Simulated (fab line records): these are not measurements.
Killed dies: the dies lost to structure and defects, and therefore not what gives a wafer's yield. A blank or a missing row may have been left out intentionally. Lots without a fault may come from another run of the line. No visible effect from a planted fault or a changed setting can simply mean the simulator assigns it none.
fab line records	flow sky130
[record] lots = 12	wafers = 36	last-day = 51
route steps=708 shown CAP2M@617 METAL5@675 PASSIVATION@682 PAD_OPEN@708
lots that met no fault: taken from a fault-free run of the same line
start-h: hours from the record's first day to the start of the lot's first wafer shown	wait-h: hours from the lot's prior step to this one	" the same as in the row above	L1.1+2: a single row standing in for several wafers	- no value, or no start given	* or withheld: withheld	< > ~ a bound
route shown NAME@n: a module of which the file shows steps, and the number in the route of the first	usual: mean and standard deviation over wafers with no fault	same: alike in all rows	chamber/n: place in a boat	sites: readings site by site	_std_site: their standard deviation	_edge_site: outer sites' mean less inner sites'	radius-mm: how far each site lies from the wafer's centre	mask NAME#n: copy n	behind: the tool/chamber that last shaped the wafer	hold: why the lot went on hold/how many hours it stayed there/how the hold came to an end	device: which transistor (n, p or np) failed to switch	end of line: at the end of the route, the tests of the same wafers	where a step has no rows: the recipe by itself	killed: at the first sort, the dies lost to defects and structure; wafer yield is something else	map: per-die view of a wafer (x killed, . not killed, _ where there is no die)
set.NAME: the setting as run; set.NAME@STEP: as run at that earlier step	model.NAME: the simulator's own value behind a step, which no gauge read
the route's steps for a sample of lots (tables are steps, rows are wafers)
services: a tool's chamber out of use, with start hour (start-h, from the record's first day; less than 0 if before it), hours out, and reason
[[steps]]
[step SKY_CAP2M_STRIP_14]
[recipe] chemistry = O2/N2	power-w = 1400	pressure-mtorr = 1500	platen-temp-c = withheld	o2-flow-sccm = 3000	n2-flow-sccm = 300	overash-fraction = 0.5
[usual] drypump-motor-current-A = 5.8/0.44	oes-product-au = 0.711/0.0045	strip-time-to-endpoint-s = 12.67/0.053
lot.wafer	tool	chamber	start-h	wait-h	drypump-motor-current-A	oes-product-au	rf-hours-counter-h	strip-time-to-endpoint-s
L978.1	plasma-asher-01	1	982.06	0.1	6.4	0.719	90	12.61
L978.4	"	1	"	"	6.4	0.713	-	12.59
L978.5	"	0	"	"	6.4	0.708	-	12.65
L979.1	plasma-asher-02	1	984.43	0.1	5.4	0.707	53	12.65
L979.4	"	0	"	"	5.5	0.716	-	12.60
L979.5	"	1	"	"	5.4	0.723	-	12.68
L982.1	plasma-asher-01	1	997.23	0.1	6.5	0.713	91	12.78
L982.2	"	0	"	"	6.4	0.717	91	12.76
L982.3	"	0	"	"	6.4	0.717	-	12.76
L985.3	plasma-asher-01	0	1026.07	0.1	6.4	0.715	-	12.70
L985.5	"	0	"	"	6.4	0.709	-	12.68
L985.6	"	1	"	"	6.5	0.718	-	12.68
L990.2	plasma-asher-01	0	1051.06	0.1	6.4	0.718	97	12.70
L990.3	"	1	"	"	6.5	0.710	-	12.69
L990.4	"	0	"	"	6.4	0.707	-	12.72
L993.3	plasma-asher-02	1	1077.57	0.1	5.4	0.709	-	12.71
L993.5	"	1	"	"	5.4	0.712	-	12.72
L993.6	"	0	"	"	5.4	0.710	-	12.63
L994.2	plasma-asher-02	0	1094.33	0.1	5.4	0.711	64	12.64
L994.3	"	1	"	"	5.4	0.717	-	12.65
L994.6	"	0	"	"	5.5	0.711	-	12.62
L995.1	plasma-asher-02	0	1096.16	0.1	5.5	0.710	64	12.64
L995.2	"	1	"	"	5.4	0.716	64	12.63
L995.3	"	1	"	"	5.4	0.709	-	12.58
L999.1	plasma-asher-04	0	1112.63	0.1	5.5	0.704	37	12.62
L999.2	"	1	"	"	5.6	0.712	37	12.60
L999.5	"	0	"	"	5.5	0.709	-	12.59
L997.1	plasma-asher-04	0	1115.73	0.1	5.6	0.715	37	12.64
L997.3	"	0	"	"	5.5	0.716	-	12.68
L997.4	"	1	"	"	5.6	0.707	-	12.65
L100.4	plasma-asher-02	0	1119.66	0.1	5.4	0.711	-	12.73
L100.5	"	1	"	"	5.4	0.714	-	12.66
L100.6	"	0	"	"	5.5	0.705	-	12.76
L101.1	plasma-asher-01	1	1124.24	0.1	6.5	0.708	105	12.58
L101.4	"	0	"	"	6.4	0.713	-	12.55
L101.6	"	1	"	"	6.5	0.710	-	12.68
[step SKY_METAL5_DESCUM_14]
[recipe] chemistry = O2	source-power-w = 150	bias-power-w = 0	pressure-mtorr = 10	temp-c = 40	time-s = 11
[usual] drypump-motor-current-A = 5.7/0.61	oes-product-au = 0.999/0.013
lot.wafer	tool	chamber	start-h	wait-h	drypump-motor-current-A	oes-product-au	rf-hours-counter-h
L978.1	rie-metal-04	1	1055.68	0.1	6.8	1.013	22
L978.4	"	0	"	"	6.2	1.004	-
L978.5	"	1	"	"	6.8	1.004	-
L979.1	rie-metal-04	0	1057.68	0.1	6.2	1.004	15
L979.4	"	0	"	"	6.1	1.009	-
L979.5	"	0	"	"	6.2	1.001	-
L982.1	rie-metal-03	0	1071.51	0.1	5.2	0.978	18
L982.2	"	1	"	"	5.1	1.004	8
L982.3	"	1	"	"	5.1	1.011	-
L985.3	rie-metal-03	1	1096.44	0.1	5.1	1.016	-
L985.5	"	1	"	"	5.1	1.013	-
L985.6	"	0	"	"	5.1	0.984	-
L990.2	rie-metal-01	0	1119.94	0.1	5.3	0.980	27
L990.3	"	0	"	"	5.3	0.992	-
L990.4	"	1	"	"	5.9	1.001	-
L993.3	rie-metal-04	1	1143.09	0.1	6.8	1.013	-
L993.5	"	1	"	"	6.8	1.008	-
L993.6	"	0	"	"	6.2	0.998	-
L994.2	rie-metal-03	1	1158.69	0.1	5.1	1.004	15
L994.3	"	1	"	"	5.1	1.003	-
L994.6	"	0	"	"	5.2	0.982	-
L995.1	rie-metal-01	0	1159.69	0.1	5.3	0.982	30
L995.2	"	1	"	"	5.9	0.999	27
L995.3	"	0	"	"	5.4	0.986	-
L999.1	rie-metal-04	0	1172.71	0.1	6.2	0.989	25
L999.2	"	1	"	"	6.8	1.012	7
L999.5	"	1	"	"	6.8	1.009	-
L997.1	rie-metal-01	0	1174.73	0.1	5.4	0.983	32
L997.3	"	0	"	"	5.3	0.987	-
L997.4	"	1	"	"	5.9	1.003	-
L100.4	rie-metal-04	1	1179.89	0.1	6.8	1.016	-
L100.5	"	0	"	"	6.2	1.001	-
L100.6	"	1	"	"	6.8	1.003	-
L101.1	rie-metal-03	0	1182.79	0.1	5.2	0.975	27
L101.4	"	1	"	"	5.1	1.004	-
L101.6	"	0	"	"	5.1	0.981	-
[step SKY_METAL5_STRIP_16]
[recipe] chemistry = O2/N2	power-w = 1400	pressure-mtorr = 1500	platen-temp-c = withheld	o2-flow-sccm = 3000	n2-flow-sccm = 300	overash-fraction = 0.5
[usual] drypump-motor-current-A = 6.0/0.51	oes-product-au = 0.710/0.0046	strip-time-to-endpoint-s = 13.05/0.17
lot.wafer	tool	chamber	start-h	wait-h	drypump-motor-current-A	oes-product-au	rf-hours-counter-h	strip-time-to-endpoint-s
L978.1	plasma-asher-02	1	1055.95	0.2	5.4	0.709	60	12.91
L978.4	"	1	"	"	5.4	0.702	-	12.89
L978.5	"	0	"	"	5.5	0.715	-	12.89
L979.1	plasma-asher-01	1	1058.21	0.4	6.4	0.709	97	13.01
L979.4	"	0	"	"	6.4	0.705	-	12.99
L979.5	"	0	"	"	6.4	0.713	-	12.99
L982.1	plasma-asher-03	0	1071.78	0.2	5.3	0.704	1	13.20
L982.2	"	1	"	"	6.4	0.702	1	12.91
L982.3	"	1	"	"	6.4	0.709	-	12.80
L985.3	plasma-asher-02	1	1096.73	0.1	5.4	0.713	-	12.87
L985.5	"	0	"	"	5.4	0.708	-	12.84
L985.6	"	1	"	"	5.4	0.700	-	13.08
L990.2	plasma-asher-02	1	1120.21	0.2	5.4	0.709	66	13.30
L990.3	"	0	"	"	5.4	0.711	-	13.33
L990.4	"	1	"	"	5.4	0.711	-	13.05
L993.3	plasma-asher-03	1	1143.38	0.1	6.4	0.710	-	12.89
L993.5	"	1	"	"	6.4	0.700	-	12.93
L993.6	"	0	"	"	5.3	0.713	-	12.85
L994.2	plasma-asher-01	0	1158.96	0.2	6.4	0.709	108	12.90
L994.3	"	1	"	"	6.5	0.707	-	12.87
L994.6	"	1	"	"	6.5	0.719	-	13.25
L995.1	plasma-asher-03	1	1159.96	0.2	6.5	0.705	7	13.10
L995.2	"	0	"	"	5.4	0.708	7	12.92
L995.3	"	0	"	"	5.3	0.711	-	13.15
L999.1	plasma-asher-02	0	1172.98	0.2	5.5	0.712	71	12.90
L999.2	"	1	"	"	5.4	0.711	71	12.88
L999.5	"	1	"	"	5.4	0.714	-	12.95
L997.1	plasma-asher-01	0	1175.00	0.2	6.4	0.716	109	13.33
L997.3	"	1	"	"	6.5	0.708	-	13.30
L997.4	"	0	"	"	6.4	0.708	-	13.06
L100.4	plasma-asher-01	0	1180.18	0.1	6.4	0.711	-	12.84
L100.5	"	0	"	"	6.4	0.713	-	12.84
L100.6	"	1	"	"	6.5	0.705	-	12.80
L101.1	plasma-asher-01	0	1183.06	0.2	6.4	0.709	110	13.26
L101.4	"	0	"	"	6.4	0.712	-	12.84
L101.6	"	1	"	"	6.5	0.713	-	13.27
[step SKY_PASSIVATION_THK_MEAS_01]
[recipe] reads = SiO2_of_PASSIVATION_CVD_00
[usual] PASSIVATION_CVD_00_THK = 89.5/1.2
lot.wafer	tool	chamber	start-h	wait-h	PASSIVATION_CVD_00_THK[nm]
L978.1	film-metro-02	-	1056.56	-	88.6
L978.4	"	-	"	"	90.1
L978.5	"	-	"	"	89.7
L979.1	film-metro-02	-	1058.87	-	88.5
L979.4	"	-	"	"	88.0
L979.5	"	-	"	"	89.5
L982.1	film-metro-03	-	1072.40	-	88.2
L982.2	"	-	"	"	88.2
L982.3	"	-	"	"	89.5
L985.3	film-metro-02	-	1097.38	-	89.3
L985.5	"	-	"	"	90.1
L985.6	"	-	"	"	91.4
L990.2	film-metro-02	-	1120.90	-	88.4
L990.3	"	-	"	"	90.0
L990.4	"	-	"	"	91.7
L993.3	film-metro-04	-	1144.10	-	89.4
L993.5	"	-	"	"	90.8
L993.6	"	-	"	"	90.5
L994.2	film-metro-03	-	1159.63	-	90.0
L994.3	"	-	"	"	88.6
L994.6	"	-	"	"	90.5
L995.1	film-metro-03	-	1160.85	-	87.3
L995.2	"	-	"	"	87.3
L995.3	"	-	"	"	87.3
L999.1	film-metro-04	-	1173.60	-	89.0
L999.2	"	-	"	"	90.0
L999.5	"	-	"	"	90.9
L997.1	film-metro-02	-	1175.61	-	88.8
L997.3	"	-	"	"	88.0
L997.4	"	-	"	"	89.5
L100.4	film-metro-04	-	1180.79	-	90.4
L100.5	"	-	"	"	89.4
L100.6	"	-	"	"	89.3
L101.1	film-metro-04	-	1183.68	-	89.2
L101.4	"	-	"	"	90.9
L101.6	"	-	"	"	90.8
[step SKY_PAD_OPEN_PROBE_99]
[usual] defect-limited-yield = 82.4/1.8	killed_at_M0_to_M3 = 43/6.6	killed_at_M4_up = 3.1/1.9	killed-at-contacts = 24/5.2	killed-at-front-end = 16/4.5	killed-at-other = 0.4/0.62	killed-dies = 87/9	killed-open = 48/7	killed-short = 39/6.2	sort_bin_3_pad_short = 0.9/0.44	sort_bin_5_function = 10.3/1.3	sort_bin_6_memory = 6.5/1.1	sort-n-pass = 405/9	sort-yield-pct = 82.4/1.8
[same] gross-dies = 492	killed-at-back-side = 0	sort_bin_4_leakage[%] = 0	sort_bin_8_speed[%] = 0
lot.wafer	tool	chamber	start-h	wait-h	defect-limited-yield[%]	killed_at_M0_to_M3	killed_at_M4_up	killed-at-contacts	killed-at-front-end	killed-at-other	killed-dies	killed-open	killed-short	sort_bin_3_pad_short[%]	sort_bin_5_function[%]	sort_bin_6_memory[%]	sort-n-pass	sort-yield-pct[%]
L978.1	prober-02	-	1103.19	0.1	79.9	47	4	20	28	0	99	54	45	0.8	12.6	6.7	393	79.9
L978.4	prober-02	-	1103.34	0.2	80.9	41	6	21	26	0	94	58	36	0.6	9.1	9.3	398	80.9
L978.5	prober-02	-	1103.39	0.2	82.5	41	1	26	18	0	86	51	35	0.6	8.1	8.7	406	82.5
L979.1	prober-01	-	1104.79	0.1	80.9	50	7	16	20	1	94	50	44	1.6	11.0	6.5	398	80.9
L979.4	prober-01	-	1104.94	0.2	84.3	42	3	18	14	0	77	49	28	0	8.9	6.7	415	84.3
L979.5	prober-01	-	1104.99	0.2	82.9	53	1	19	10	1	84	62	21	0.2	11.0	5.9	408	82.9
L982.1	prober-01	-	1118.81	0.1	83.3	38	6	24	14	0	82	40	42	1.6	8.7	6.3	410	83.3
L982.2	prober-01	-	1118.86	0.1	83.5	43	2	27	9	0	81	50	31	1.0	8.5	6.9	411	83.5
L982.3	prober-01	-	1118.91	0.2	78.3	55	2	25	25	0	107	58	49	1.0	13.6	7.1	385	78.3
L985.3	prober-01	-	1141.05	0.2	72.6	42	3	20	19	51	135	35	49	2.6	16.3	8.5	357	72.6
L985.5	prober-01	-	1141.15	0.2	74.0	35	4	21	24	44	128	54	30	1.8	15.2	8.9	364	74.0
L985.6	prober-01	-	1141.20	0.2	75.8	42	1	29	14	33	119	44	43	2.4	15.0	6.7	373	75.8
L990.2	prober-01	-	1162.27	0.1	75.4	33	4	21	15	48	121	27	46	2.0	16.3	6.3	371	75.4
L990.3	prober-01	-	1162.32	0.2	78.7	41	4	11	23	26	105	45	35	1.6	12.4	7.3	387	78.7
L990.4	prober-01	-	1162.37	0.2	72.8	37	1	26	16	54	134	41	39	1.4	19.1	6.7	358	72.8
L993.3	prober-02	-	1183.27	0.2	81.9	44	3	28	14	0	89	50	39	1.4	10.0	6.7	403	81.9
L993.5	prober-02	-	1183.37	0.2	80.5	51	6	22	17	0	96	51	45	0.4	11.8	7.3	396	80.5
L993.6	prober-02	-	1183.42	0.2	80.5	48	4	26	18	0	96	52	44	0.8	10.4	8.3	396	80.5
L994.2	prober-01	-	1196.61	0.1	83.1	46	1	16	19	1	83	45	38	0.8	10.2	5.9	409	83.1
L994.3	prober-01	-	1196.66	0.2	82.3	38	3	31	15	0	87	48	39	0.4	8.9	8.3	405	82.3
L994.6	prober-01	-	1196.81	0.2	82.1	40	2	24	21	1	88	54	34	0.4	11.0	6.5	404	82.1
L995.1	prober-02	-	1198.06	0.1	82.1	39	5	29	15	0	88	51	37	0.8	10.4	6.7	404	82.1
L995.2	prober-02	-	1198.11	0.1	81.5	38	4	28	21	0	91	54	37	1.4	11.2	5.9	401	81.5
L995.3	prober-02	-	1198.16	0.2	82.9	45	1	28	10	0	84	43	41	0.8	10.4	5.9	408	82.9
L999.1	prober-02	-	1209.36	0.1	81.5	47	1	23	19	1	91	56	35	1.0	12.2	5.3	401	81.5
L999.2	prober-02	-	1209.41	0.1	81.3	37	4	24	26	1	92	56	36	0.4	10.0	8.3	400	81.3
L999.5	prober-02	-	1209.56	0.2	84.1	38	0	24	16	0	78	45	33	0.6	8.5	6.7	414	84.1
L997.1	prober-02	-	1213.16	0.1	81.5	51	1	25	14	0	91	42	49	0	11.0	7.5	401	81.5
L997.3	prober-02	-	1213.26	0.2	80.9	58	2	20	14	0	94	54	40	0.6	11.2	7.3	398	80.9
L997.4	prober-02	-	1213.31	0.2	80.9	47	2	23	22	0	94	50	44	1.6	10.0	7.5	398	80.9
L100.4	prober-01	-	1216.26	0.2	82.1	41	3	26	16	2	88	53	35	0.6	10.4	6.9	404	82.1
L100.5	prober-01	-	1216.31	0.2	86.2	37	1	19	11	0	68	39	29	0.4	7.9	5.5	424	86.2
L100.6	prober-01	-	1216.36	0.2	82.5	47	2	25	12	0	86	51	35	0.2	10.4	6.9	406	82.5
L101.1	prober-01	-	1219.11	0.1	82.7	37	4	24	20	0	85	48	37	1.2	10.0	6.1	407	82.7
L101.4	prober-01	-	1219.26	0.2	81.5	55	2	22	12	0	91	37	54	0.4	11.8	6.3	401	81.5
L101.6	prober-01	-	1219.36	0.2	81.7	49	3	25	13	0	90	50	40	0.6	10.0	7.7	402	81.7
// killed by level:class
L978.1 VIA1:geometric-particle:open=10 CONTACT:geometric-particle:open=9 METAL1:geometric-particle:short=9 POLY_GATE:geometric-particle:open=7 VIA2:geometric-particle:open=6 METAL2:geometric-particle:short=6 FIELD_ISO:geometric-particle:short=5 LI_CONTACT:geometric-particle:open=5
L978.4 VIA1:geometric-particle:open=11 POLY_GATE:geometric-particle:open=10 VIA2:geometric-particle:open=9 CONTACT:geometric-particle:open=8 POLY_GATE:geometric-particle:short=7 VIA3:geometric-particle:open=5 CONTACT:geometric-particle:short=4 METAL2:geometric-particle:short=4
L978.5 VIA2:geometric-particle:open=11 LI_CONTACT:geometric-particle:open=8 VIA3:geometric-particle:open=7 SPACER:geometric-particle:open=6 LOCAL_INTERCONNECT:geometric-particle:short=6 CONTACT:geometric-particle:open=6 METAL1:geometric-particle:short=6 VIA1:geometric-particle:open=6
L979.1 VIA1:geometric-particle:open=11 VIA1:geometric-particle:short=8 CONTACT:geometric-particle:open=7 VIA3:geometric-particle:open=7 LI_CONTACT:geometric-particle:open=5 METAL2:geometric-particle:short=5 METAL4:geometric-particle:short=5 POLY_GATE:geometric-particle:open=4
L979.4 CONTACT:geometric-particle:open=12 VIA1:geometric-particle:open=10 VIA2:geometric-particle:open=8 VIA3:geometric-particle:open=7 FIELD_ISO:geometric-particle:short=5 VIA1:geometric-particle:short=4 METAL2:geometric-particle:short=4 POLY_CUT:geometric-particle:open=3
L979.5 VIA1:geometric-particle:open=18 VIA3:geometric-particle:open=11 CONTACT:geometric-particle:open=9 VIA2:geometric-particle:open=8 METAL2:geometric-particle:short=7 LI_CONTACT:geometric-particle:open=6 FIELD_ISO:geometric-particle:open=5 VIA1:geometric-particle:short=3
L982.1 CONTACT:geometric-particle:open=12 VIA1:geometric-particle:open=9 FIELD_ISO:geometric-particle:short=8 LOCAL_INTERCONNECT:geometric-particle:short=5 VIA3:geometric-particle:open=5 VIA1:geometric-particle:short=4 METAL1:geometric-particle:short=4 METAL2:geometric-particle:short=4
L982.2 VIA1:geometric-particle:open=12 CONTACT:geometric-particle:open=9 LI_CONTACT:geometric-particle:open=8 CONTACT:geometric-particle:short=7 METAL1:geometric-particle:short=7 VIA3:geometric-particle:open=6 METAL2:geometric-particle:short=5 VIA2:geometric-particle:open=5
L982.3 VIA1:geometric-particle:open=13 CONTACT:geometric-particle:open=11 VIA1:geometric-particle:short=9 POLY_GATE:geometric-particle:open=7 POLY_GATE:geometric-particle:short=6 VIA3:geometric-particle:open=6 FIELD_ISO:geometric-particle:open=5 METAL2:geometric-particle:short=5
L985.3 CAP2M:unspecified=51 METAL2:geometric-particle:short=6 METAL1:geometric-particle:short=6 CONTACT:geometric-particle:open=5 POLY_GATE:geometric-particle:open=5 VIA2:geometric-particle:short=5 VIA1:geometric-particle:open=5 VIA2:geometric-particle:open=5
L985.5 CAP2M:unspecified=44 VIA1:geometric-particle:open=15 FIELD_ISO:geometric-particle:open=10 CONTACT:geometric-particle:open=8 LI_CONTACT:geometric-particle:open=7 FIELD_ISO:geometric-particle:short=6 POLY_GATE:geometric-particle:open=5 VIA3:geometric-particle:open=4
L985.6 CAP2M:unspecified=32 CONTACT:geometric-particle:open=11 VIA1:geometric-particle:open=8 POLY_GATE:geometric-particle:open=6 METAL2:geometric-particle:short=6 VIA1:geometric-particle:short=6 VIA3:geometric-particle:open=5 LI_CONTACT:geometric-particle:open=5
L990.2 CAP2M:unspecified=48 METAL2:geometric-particle:short=8 CONTACT:geometric-particle:short=7 VIA1:geometric-particle:open=7 CONTACT:geometric-particle:open=6 METAL3:geometric-particle:short=5 FIELD_ISO:geometric-particle:short=4 METAL1:geometric-particle:short=4
L990.3 CAP2M:unspecified=25 VIA1:geometric-particle:short=8 VIA1:geometric-particle:open=8 METAL2:geometric-particle:short=7 POLY_GATE:geometric-particle:open=5 LI_CONTACT:geometric-particle:open=5 FIELD_ISO:geometric-particle:open=4 SPACER:geometric-particle:open=4
L990.4 CAP2M:unspecified=54 CONTACT:geometric-particle:open=9 VIA1:geometric-particle:open=8 VIA2:geometric-particle:open=7 CONTACT:geometric-particle:short=6 METAL1:geometric-particle:short=6 POLY_GATE:geometric-particle:open=4 SPACER:geometric-particle:open=4
L993.3 VIA1:geometric-particle:open=10 CONTACT:geometric-particle:open=8 VIA3:geometric-particle:open=7 CONTACT:geometric-particle:short=7 LI_CONTACT:geometric-particle:open=6 VIA2:geometric-particle:open=6 FIELD_ISO:geometric-particle:short=5 METAL1:geometric-particle:short=5
L993.5 METAL2:geometric-particle:short=13 VIA1:geometric-particle:open=12 CONTACT:geometric-particle:open=11 VIA3:geometric-particle:open=10 POLY_GATE:geometric-particle:short=8 POLY_GATE:geometric-particle:open=5 LI_CONTACT:geometric-particle:open=4 METAL1:geometric-particle:short=4
L993.6 VIA1:geometric-particle:open=11 VIA1:geometric-particle:short=8 VIA2:geometric-particle:open=8 FIELD_ISO:geometric-particle:short=7 CONTACT:geometric-particle:open=7 LOCAL_INTERCONNECT:geometric-particle:short=6 LI_CONTACT:geometric-particle:open=6 METAL1:geometric-particle:short=6
L994.2 VIA1:geometric-particle:open=12 VIA3:geometric-particle:open=7 CONTACT:geometric-particle:open=6 FIELD_ISO:geometric-particle:open=5 FIELD_ISO:geometric-particle:short=5 METAL1:geometric-particle:short=5 VIA1:geometric-particle:short=5 VIA2:geometric-particle:open=5
L994.3 CONTACT:geometric-particle:open=14 VIA1:geometric-particle:open=11 METAL2:geometric-particle:short=10 LOCAL_INTERCONNECT:geometric-particle:short=6 LI_CONTACT:geometric-particle:open=5 VIA3:geometric-particle:open=5 VIA3:geometric-particle:short=4 CONTACT:geometric-particle:short=4
L994.6 LI_CONTACT:geometric-particle:open=11 CONTACT:geometric-particle:open=8 METAL1:geometric-particle:short=7 VIA3:geometric-particle:open=7 FIELD_ISO:geometric-particle:short=5 VIA2:geometric-particle:open=5 METAL2:geometric-particle:short=5 FIELD_ISO:geometric-particle:open=4
L995.1 CONTACT:geometric-particle:open=15 VIA1:geometric-particle:open=11 CONTACT:geometric-particle:short=6 VIA3:geometric-particle:open=5 METAL1:geometric-particle:short=5 VIA1:geometric-particle:short=5 FIELD_ISO:geometric-particle:short=4 POLY_GATE:geometric-particle:open=4
L995.2 CONTACT:geometric-particle:open=10 LI_CONTACT:geometric-particle:open=9 VIA1:geometric-particle:open=8 VIA2:geometric-particle:open=8 POLY_GATE:geometric-particle:open=6 METAL2:geometric-particle:short=6 FIELD_ISO:geometric-particle:open=5 VIA1:geometric-particle:short=5
L995.3 LI_CONTACT:geometric-particle:open=13 CONTACT:geometric-particle:open=8 VIA1:geometric-particle:open=7 VIA2:geometric-particle:open=7 VIA1:geometric-particle:short=6 METAL2:geometric-particle:short=6 METAL3:geometric-particle:short=6 POLY_GATE:geometric-particle:short=4
L999.1 VIA1:geometric-particle:open=13 VIA3:geometric-particle:open=9 LI_CONTACT:geometric-particle:open=7 CONTACT:geometric-particle:open=7 METAL1:geometric-particle:short=6 VIA1:geometric-particle:short=6 POLY_GATE:geometric-particle:open=5 POLY_GATE:geometric-particle:short=5
L999.2 VIA1:geometric-particle:open=18 CONTACT:geometric-particle:open=9 FIELD_ISO:geometric-particle:open=8 FIELD_ISO:geometric-particle:short=6 LI_CONTACT:geometric-particle:open=6 POLY_GATE:geometric-particle:open=5 VIA1:geometric-particle:short=5 CONTACT:geometric-particle:short=4
L999.5 CONTACT:geometric-particle:open=10 VIA1:geometric-particle:open=9 CONTACT:geometric-particle:short=7 LI_CONTACT:geometric-particle:open=6 POLY_GATE:geometric-particle:open=5 FIELD_ISO:geometric-particle:open=4 METAL1:geometric-particle:short=4 VIA1:geometric-particle:short=4
L997.1 VIA1:geometric-particle:open=12 VIA3:geometric-particle:open=9 LI_CONTACT:geometric-particle:open=8 METAL2:geometric-particle:short=7 VIA3:geometric-particle:short=7 LOCAL_INTERCONNECT:geometric-particle:short=6 FIELD_ISO:geometric-particle:short=5 LI_CONTACT:geometric-particle:short=5
L997.3 VIA1:geometric-particle:open=14 VIA3:geometric-particle:open=12 LI_CONTACT:geometric-particle:open=9 VIA1:geometric-particle:short=8 FIELD_ISO:geometric-particle:short=6 VIA3:geometric-particle:short=6 VIA2:geometric-particle:open=5 CONTACT:geometric-particle:open=4
L997.4 CONTACT:geometric-particle:open=9 VIA1:geometric-particle:short=8 VIA2:geometric-particle:open=7 FIELD_ISO:geometric-particle:short=7 VIA1:geometric-particle:open=7 FIELD_ISO:geometric-particle:open=6 METAL2:geometric-particle:short=6 VIA3:geometric-particle:open=6
L100.4 CONTACT:geometric-particle:open=15 VIA1:geometric-particle:open=10 VIA3:geometric-particle:open=6 METAL1:geometric-particle:short=5 POLY_GATE:geometric-particle:open=4 METAL2:geometric-particle:short=4 VIA2:geometric-particle:open=4 LI_CONTACT:geometric-particle:open=3
L100.5 LI_CONTACT:geometric-particle:open=9 VIA1:geometric-particle:open=8 VIA3:geometric-particle:open=6 POLY_GATE:geometric-particle:short=4 POLY_GATE:geometric-particle:open=4 LI_CONTACT:geometric-particle:short=4 METAL3:geometric-particle:short=4 LOCAL_INTERCONNECT:geometric-particle:short=3
L100.6 CONTACT:geometric-particle:open=14 VIA1:geometric-particle:open=9 VIA3:geometric-particle:open=9 VIA1:geometric-particle:short=7 POLY_GATE:geometric-particle:open=7 LI_CONTACT:geometric-particle:open=5 METAL2:geometric-particle:short=5 VIA2:geometric-particle:open=5
L101.1 LI_CONTACT:geometric-particle:open=9 CONTACT:geometric-particle:open=8 VIA1:geometric-particle:open=7 VIA3:geometric-particle:open=6 FIELD_ISO:geometric-particle:short=5 FIELD_ISO:geometric-particle:open=5 CONTACT:geometric-particle:short=5 VIA2:geometric-particle:open=5
L101.4 VIA1:geometric-particle:open=14 METAL1:geometric-particle:short=7 METAL2:geometric-particle:short=7 CONTACT:geometric-particle:short=6 VIA2:geometric-particle:short=6 POLY_GATE:geometric-particle:short=5 CONTACT:geometric-particle:open=5 VIA3:geometric-particle:open=5
L101.6 LI_CONTACT:geometric-particle:open=9 METAL1:geometric-particle:short=8 VIA1:geometric-particle:open=8 VIA3:geometric-particle:open=8 METAL2:geometric-particle:short=8 CONTACT:geometric-particle:open=7 POLY_GATE:geometric-particle:open=6 LOCAL_INTERCONNECT:geometric-particle:short=4
[[services]]
tool	chamber	start-h	hours	kind
plasma-asher-02	-	967.48	15.6	pm
rie-metal-04	-	1013.43	2.8	pm
plasma-asher-03	-	1055.25	9.0	pm
plasma-asher-03	0	1055.25	9.0	vent-cycle
plasma-asher-03	1	1055.25	9.0	vent-cycle
rie-metal-04	1	1056.96	-	clean
rie-metal-04	1	1056.96	18.1	scheduled-down
rie-metal-04	1	1056.96	18.1	vent-cycle
plasma-asher-03	0	1064.25	-	clean
plasma-asher-03	1	1064.25	-	clean
rie-metal-04	-	1073.63	3.2	repair
plasma-asher-03	-	1076.97	12.3	repair
plasma-asher-03	-	1095.47	7.5	repair
rie-metal-03	0	1100.75	2.8	repair
plasma-asher-02	-	1107.26	5.1	repair
rie-metal-04	0	1147.75	2.9	repair
plasma-asher-01	-	1159.29	2.1	repair
[[key]]
[first-sign] step = SKY_PAD_OPEN_PROBE_99	reading = killed-at-other	direction = up	sigmas = 42	usual = 0.4	struck = 42.7
[effect] step = SKY_PAD_OPEN_PROBE_99	reading = sort-n-pass	direction = down	sigmas = 4.1	usual = 405	struck = 368
met-at SKY_CAP2M_STRIP_14
struck-lots L985,L990
not-acting-at SKY_METAL5_DESCUM_14,SKY_METAL5_STRIP_16,SKY_PASSIVATION_THK_MEAS_01
onset-between 997.23 1026.07
[fault] kind = chamber-particle-source	tool = plasma-asher-01	chamber = -	onset-h = 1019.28	steps = SKY_CAP2M_STRIP_14	rate-per-visit-cm2 = 0.61214	end-h = 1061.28
